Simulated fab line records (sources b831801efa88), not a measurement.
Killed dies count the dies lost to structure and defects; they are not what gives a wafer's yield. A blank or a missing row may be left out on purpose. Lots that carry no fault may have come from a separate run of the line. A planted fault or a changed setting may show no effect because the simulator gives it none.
The tool behind it: which one? ; flow sky130 ; 24 lots with 72 wafers sampled at 6 steps, on a route of 708 steps

## WHAT THE GAUGES READ, wafer by wafer
SKY_CAP2M_RS_MEAS_03: measures by four-point-probe. Usual: for CAP2M_TIN_RS the level is 6.90 ohm/sq and the standard deviation is 0.1.
lot;measured;on;CAP2M_TIN_RS (ohm/sq);flag
L074;day 40 06:44;film-metro-01;7.02 7.09 6.93;
L075;day 40 07:51;film-metro-01;7.02 6.90 6.97;
L076;day 40 08:31;film-metro-04;7.03 7.03 7.24;
L078;day 41 04:46;film-metro-03;6.78 6.84 6.74;
L077;day 41 06:09;film-metro-01;6.90 6.83 6.88;
L080;day 41 13:50;film-metro-01;6.95 7.03 7.02;
L079;day 41 14:59;film-metro-03;6.85 6.96 7.07;
L081;day 41 23:47;film-metro-01;6.92 6.98 6.91;
L082;day 42 02:33;film-metro-04;6.85 6.92 6.93;
L083;day 42 09:38;film-metro-01;6.90 6.84 6.94;
L084;day 42 13:17;film-metro-03;6.78 6.87 6.79;
L085;day 42 22:19;film-metro-03;6.88 7.08 6.92;
L087;day 43 05:05;film-metro-01;6.81 6.92 6.87;
L086;day 43 07:20;film-metro-03;6.84 6.71 6.86;
L088;day 43 07:56;film-metro-04;6.75 6.77 6.88;
L089;day 43 12:55;film-metro-04;6.80 6.95 6.93;
L090;day 43 23:52;film-metro-01;6.81 6.73 6.81;
L091;day 44 19:29;film-metro-04;6.71 6.91 6.73;
L092;day 44 21:07;film-metro-04;6.87 6.80 6.92;
L093;day 45 03:18;film-metro-03;6.86 6.94 7.06;
L094;day 45 04:15;film-metro-03;6.90 6.78 7.04;
L095;day 45 16:11;film-metro-03;7.01 6.86 6.97;
L096;day 45 22:16;film-metro-01;7.09 6.86 7.01;
L097;day 45 22:28;film-metro-04;6.74 6.81 6.76;

SKY_CAP2M_OVL_MEAS_12. Usual: for CAP2M_OVL the level is 0.3 nm and the standard deviation is 1.4.
lot;measured;on;CAP2M_OVL (nm);flag
L074;day 41 06:07;overlay-01;1.6 -0.1 1.8;
L075;day 41 08:00;overlay-01;-0.3 0.0 -1.3;
L076;day 41 08:22;overlay-01;-0.1 -0.3 0.2;
L078;day 42 04:36;overlay-02;-1.2 -0.9 0.9;
L077;day 42 05:25;overlay-01;-0.9 -1.1 -1.7;
L080;day 42 12:45;overlay-02;1.2 1.7 1.2;
L079;day 42 14:04;overlay-02;0.5 0.7 0.4;
L081;day 42 22:10;overlay-02;0.3 -0.9 1.1;
L082;day 43 01:19;overlay-01;1.5 1.5 0.0;
L083;day 43 08:42;overlay-01;0.7 -0.5 0.8;
L084;day 43 12:20;overlay-02;0.1 1.3 1.3;
L085;day 43 20:09;overlay-01;1.2 -0.7 -0.2;
L087;day 44 03:26;overlay-01;-0.8 -0.8 -3.4;
L086;day 44 05:36;overlay-01;0.1 -0.3 -0.4;
L088;day 44 05:53;overlay-02;0.3 4.0 3.7;
L089;day 44 11:21;overlay-02;-1.9 -1.6 -1.9;
L090;day 44 21:33;overlay-01;-0.5 2.1 2.1;
L091;day 45 17:22;overlay-01;1.3 1.9 3.1;
L092;day 45 18:27;overlay-02;-0.3 0.9 -0.4;
L093;day 46 00:31;overlay-02;1.6 1.0 0.5;
L094;day 46 00:53;overlay-02;-1.1 -0.7 -0.8;
L095;day 46 13:03;overlay-02;-0.5 -2.7 -0.5;
L096;day 46 17:22;overlay-02;0.3 0.4 1.5;
L097;day 46 18:23;overlay-02;-1.8 0.1 -1.5;

## TOOL THAT RAN EACH LOT (tool first, then ch and the chambers of the sampled wafers, then the start)
lot;SKY_METAL2_ETCH_18;SKY_VIA2_STRIP_16;SKY_CAPM_CVD_00;SKY_VIA3_STRIP_16
L074;rie-metal-02 ch 0, day 35 17:53;plasma-asher-04 ch 0,1, day 36 21:32;pecvd-03 ch 1,2, day 36 22:58;plasma-asher-02 ch 0,1, day 40 05:07
L075;rie-metal-04 ch 0,1, day 35 18:50;plasma-asher-04 ch 0,1, day 36 22:28;pecvd-03 ch 0,1,2, day 36 23:58;plasma-asher-03 ch 0,1, day 40 06:13
L076;rie-metal-02 ch 0, day 35 20:23;plasma-asher-02 ch 0,1, day 37 00:13;pecvd-02 ch 1,2, day 37 01:38;plasma-asher-03 ch 0,1, day 40 06:52
L078;rie-metal-02 ch 0,1, day 36 18:16;plasma-asher-02 ch 0,1, day 37 22:04;pecvd-01 ch 0,2, day 37 23:29;plasma-asher-03 ch 0,1, day 41 03:04
L077;rie-metal-04 ch 0,1, day 36 19:23;plasma-asher-01 ch 0, day 37 22:58;pecvd-03 ch 0,2, day 38 00:23;plasma-asher-03 ch 1, day 41 04:32
L080;rie-metal-04 ch 0,1, day 37 03:58;plasma-asher-02 ch 0,1, day 38 06:49;pecvd-01 ch 0,2, day 38 08:14;plasma-asher-02 ch 0,1, day 41 12:14
L079;rie-metal-03 ch 0, day 37 05:14;plasma-asher-01 ch 1, day 38 08:04;pecvd-03 ch 0,1,2, day 38 09:29;plasma-asher-04 ch 0,1, day 41 13:22
L081;rie-metal-04 ch 1, day 37 11:49;plasma-asher-02 ch 0,1, day 38 15:02;pecvd-03 ch 0,1,2, day 38 16:28;plasma-asher-04 ch 0,1, day 41 19:10
L082;rie-metal-04 ch 1, day 37 15:05;plasma-asher-02 ch 0, day 38 18:23;pecvd-02 ch 1,2, day 38 19:49;plasma-asher-02 ch 0, day 41 22:31
L083;rie-metal-03 ch 0,1, day 38 02:34;plasma-asher-02 ch 0,1, day 39 05:08;pecvd-02 ch 0,1,2, day 39 06:32;plasma-asher-03 ch 0,1, day 42 07:56
L084;rie-metal-04 ch 0,1, day 38 05:23;plasma-asher-04 ch 0,1, day 39 08:02;pecvd-01 ch 0,1,2, day 39 09:32;plasma-asher-02 ch 0,1, day 42 11:38
L085;rie-metal-02 ch 0, day 38 15:25;plasma-asher-04 ch 0,1, day 39 17:13;pecvd-01 ch 0,1,2, day 39 18:38;plasma-asher-03 ch 0, day 42 20:34
L087;rie-metal-02 ch 0, day 38 22:17;plasma-asher-01 ch 0,1, day 40 00:50;pecvd-01 ch 1,2, day 40 02:16;plasma-asher-02 ch 0,1, day 43 03:28
L086;rie-metal-04 ch 0,1, day 38 23:37;plasma-asher-02 ch 0,1, day 40 02:44;pecvd-02 ch 0,1,2, day 40 04:08;plasma-asher-03 ch 0,1, day 43 05:34
L088;rie-metal-03 ch 0,1, day 39 02:31;plasma-asher-04 ch 0,1, day 40 03:50;pecvd-03 ch 0,1, day 40 05:16;plasma-asher-03 ch 0,1, day 43 06:16
L089;rie-metal-04 ch 0,1, day 39 07:50;plasma-asher-04 ch 0,1, day 40 09:34;pecvd-03 ch 0,2, day 40 10:59;plasma-asher-02 ch 0,1, day 43 11:19
L090;rie-metal-04 ch 0,1, day 39 18:35;plasma-asher-04 ch 0,1, day 40 20:29;pecvd-03 ch 0,1, day 40 22:02;plasma-asher-03 ch 0,1, day 43 22:16
L091;rie-metal-02 ch 0,1, day 40 15:10;plasma-asher-01 ch 1, day 41 17:19;pecvd-02 ch 0,1,2, day 41 18:58;plasma-asher-03 ch 0, day 44 17:52
L092;rie-metal-02 ch 0,1, day 40 16:59;plasma-asher-04 ch 0,1, day 41 18:49;pecvd-03 ch 1,2, day 41 20:19;plasma-asher-04 ch 0,1, day 44 19:31
L093;rie-metal-04 ch 0, day 41 00:20;plasma-asher-02 ch 0,1, day 42 01:41;pecvd-01 ch 1,2, day 42 03:14;plasma-asher-04 ch 0,1, day 45 01:41
L094;rie-metal-02 ch 0,1, day 41 01:23;plasma-asher-04 ch 1, day 42 03:10;pecvd-03 ch 0,1,2, day 42 05:01;plasma-asher-04 ch 1, day 45 02:38
L095;rie-metal-02 ch 0,1, day 41 15:58;plasma-asher-04 ch 0,1, day 42 16:49;pecvd-01 ch 0,2, day 42 18:17;plasma-asher-03 ch 0,1, day 45 14:35
L096;rie-metal-03 ch 0,1, day 41 18:55;plasma-asher-02 ch 0,1, day 42 21:49;pecvd-01 ch 0,1, day 42 23:28;plasma-asher-04 ch 0,1, day 45 20:38
L097;rie-metal-03 ch 0,1, day 41 19:34;plasma-asher-04 ch 0,1, day 42 22:10;pecvd-02 ch 0,2, day 43 00:04;plasma-asher-02 ch 1, day 45 20:52
- SKY_METAL2_ETCH_18: etches BARC in N2/H2, stops on SiO2, time 45.9 s, target depth 60 nm.
- SKY_VIA2_STRIP_16: strips in O2/N2.
- SKY_CAPM_CVD_00: deposits SiO2, target thk 15.5 nm.
- SKY_VIA3_STRIP_16: strips in O2/N2.

## AS READ BY THE TOOLS THEMSELVES (means over the sampled wafers that have a number; for cases with no such wafer, the mark the record gives instead)
SKY_METAL2_ETCH_18. Usual: bias-w 100.0 W, standard deviation 0.34; drypump-motor-current-A 5.8 A, standard deviation 0.33; oes-product-au 0.854 a.u., standard deviation 0.0046; throttle-valve-pct 13.223 %, standard deviation 0.0093.
lot;tool;bias-w (W);drypump-motor-current-A (A);oes-product-au (a.u.);throttle-valve-pct (%);flag
L074;rie-metal-02;99.8;6.3;0.856;13.231;
L075;rie-metal-04;100.1;5.6;0.855;13.227;
L076;rie-metal-02;100.1;6.3;0.853;13.216;
L078;rie-metal-02;99.8;6.0;0.853;13.226;
L077;rie-metal-04;100.0;5.6;0.849;13.236;
L080;rie-metal-04;100.5;5.6;0.857;13.223;
L079;rie-metal-03;100.5;5.7;0.854;13.223;
L081;rie-metal-04;100.7;5.5;0.855;13.220;
L082;rie-metal-04;99.6;5.5;0.859;13.210;
L083;rie-metal-03;100.0;5.8;0.855;13.228;
L084;rie-metal-04;99.9;5.6;0.854;13.219;
L085;rie-metal-02;99.9;6.3;0.852;13.225;
L087;rie-metal-02;100.1;6.3;0.850;13.224;
L086;rie-metal-04;99.8;5.6;0.856;13.230;
L088;rie-metal-03;99.8;5.8;0.856;13.215;
L089;rie-metal-04;100.1;5.6;0.853;13.233;
L090;rie-metal-04;100.0;5.6;0.853;13.217;
L091;rie-metal-02;100.1;6.0;0.852;13.211;
L092;rie-metal-02;100.2;5.6;0.853;13.235;
L093;rie-metal-04;100.6;5.7;0.858;13.227;
L094;rie-metal-02;99.7;6.0;0.860;13.222;
L095;rie-metal-02;100.0;6.0;0.855;13.209;
L096;rie-metal-03;100.1;5.8;0.857;13.226;
L097;rie-metal-03;99.7;5.8;0.853;13.230;

SKY_VIA2_STRIP_16. Usual: drypump-motor-current-A 5.8 A, standard deviation 0.45; o2-flow-sccm 3002 sccm, standard deviation 8.7; oes-product-au 0.399 a.u., standard deviation 0.0048; strip-time-to-endpoint-s 4.05 s, standard deviation 0.034.
lot;tool;drypump-motor-current-A (A);o2-flow-sccm (sccm);oes-product-au (a.u.);strip-time-to-endpoint-s (s);flag
L074;plasma-asher-04;6.2;3012;0.404;4.10;
L075;plasma-asher-04;6.3;3015;0.399;4.07;
L076;plasma-asher-02;5.5;2999;0.398;4.05;
L078;plasma-asher-02;5.5;3009;0.403;4.08;
L077;plasma-asher-01;6.0;3010;0.398;4.02;
L080;plasma-asher-02;5.4;2989;0.399;4.00;
L079;plasma-asher-01;5.3;3010;0.396;4.08;
L081;plasma-asher-02;5.4;2992;0.399;4.05;
L082;plasma-asher-02;5.6;2997;0.405;4.05;
L083;plasma-asher-02;5.5;3004;0.399;4.03;
L084;plasma-asher-04;6.2;2993;0.400;4.07;
L085;plasma-asher-04;6.3;3002;0.403;4.09;
L087;plasma-asher-01;5.8;3006;0.397;4.05;
L086;plasma-asher-02;5.4;3006;0.398;4.08;
L088;plasma-asher-04;6.2;3002;0.401;4.07;
L089;plasma-asher-04;6.2;3002;0.399;4.07;
L090;plasma-asher-04;6.2;2998;0.399;4.05;
L091;plasma-asher-01;5.3;2996;0.396;4.03;
L092;plasma-asher-04;6.3;3000;0.395;4.03;
L093;plasma-asher-02;5.5;2995;0.401;4.04;
L094;plasma-asher-04;6.5;3008;0.393;4.03;
L095;plasma-asher-04;6.2;3010;0.401;4.09;
L096;plasma-asher-02;5.5;3002;0.400;4.05;
L097;plasma-asher-04;6.2;2997;0.398;4.09;

SKY_CAPM_CVD_00. Usual: heater-power-w reads 684 W (standard deviation 91).
lot;tool;heater-power-w (W);flag
L074;pecvd-03;789;
L075;pecvd-03;742;
L076;pecvd-02;648;
L078;pecvd-01;587;
L077;pecvd-03;731;
L080;pecvd-01;641;
L079;pecvd-03;752;
L081;pecvd-03;749;
L082;pecvd-02;728;
L083;pecvd-02;703;
L084;pecvd-01;600;
L085;pecvd-01;642;
L087;pecvd-01;660;
L086;pecvd-02;678;
L088;pecvd-03;659;
L089;pecvd-03;647;
L090;pecvd-03;663;
L091;pecvd-02;717;
L092;pecvd-03;825;
L093;pecvd-01;692;
L094;pecvd-03;691;
L095;pecvd-01;617;
L096;pecvd-01;605;
L097;pecvd-02;761;

SKY_VIA3_STRIP_16. Usual: drypump-motor-current-A 5.6 A, standard deviation 0.58; o2-flow-sccm 3001 sccm, standard deviation 9.2; oes-product-au 0.403 a.u., standard deviation 0.0042; strip-time-to-endpoint-s 4.145 s, standard deviation 0.029.
lot;tool;drypump-motor-current-A (A);o2-flow-sccm (sccm);oes-product-au (a.u.);strip-time-to-endpoint-s (s);flag
L074;plasma-asher-02;5.4;2994;0.404;4.143;
L075;plasma-asher-03;5.5;2993;0.403;4.161;
L076;plasma-asher-03;5.5;3008;0.403;4.128;
L078;plasma-asher-03;5.1;3008;0.402;4.159;
L077;plasma-asher-03;5.8;3021;0.407;4.130;
L080;plasma-asher-02;5.5;2991;0.403;4.160;
L079;plasma-asher-04;6.3;3000;0.403;4.130;
L081;plasma-asher-04;6.2;2997;0.403;4.151;
L082;plasma-asher-02;5.6;3015;0.404;4.137;
L083;plasma-asher-03;5.5;3000;0.406;4.158;
L084;plasma-asher-02;5.4;2998;0.404;4.123;
L085;plasma-asher-03;4.7;2998;0.401;4.129;
L087;plasma-asher-02;5.5;2996;0.404;4.137;
L086;plasma-asher-03;5.1;3011;0.405;4.156;
L088;plasma-asher-03;5.5;3003;0.402;4.168;
L089;plasma-asher-02;5.5;3005;0.402;4.149;
L090;plasma-asher-03;5.1;2996;0.403;4.132;
L091;plasma-asher-03;4.7;2993;0.401;4.128;
L092;plasma-asher-04;6.3;2997;0.402;4.154;
L093;plasma-asher-04;6.3;2995;0.401;4.147;
L094;plasma-asher-04;6.5;3011;0.406;4.192;
L095;plasma-asher-03;5.4;2998;0.405;4.152;
L096;plasma-asher-04;6.2;2995;0.403;4.153;
L097;plasma-asher-02;5.3;2998;0.401;4.141;

## THE ANSWER, worked out from the rows above alone
Rule: lot off if the mean of its wafers having a number is beyond 3 standard deviations from the usual mean. A lot without any number at a reading at which 4 lots or more have one is off too. Where the step has rows for the other lots, those lots are counted as sound. First the gauges in route order, then the tools' own readings, where a lot's mean is used as printed above. At the first step where some lot is off, the reading lying furthest off is the one used; lots without a number count as furthest.
No lot is off at any reading shown: from this, nothing can be told.

## WHAT THE SIMULATOR HAD INSERTED
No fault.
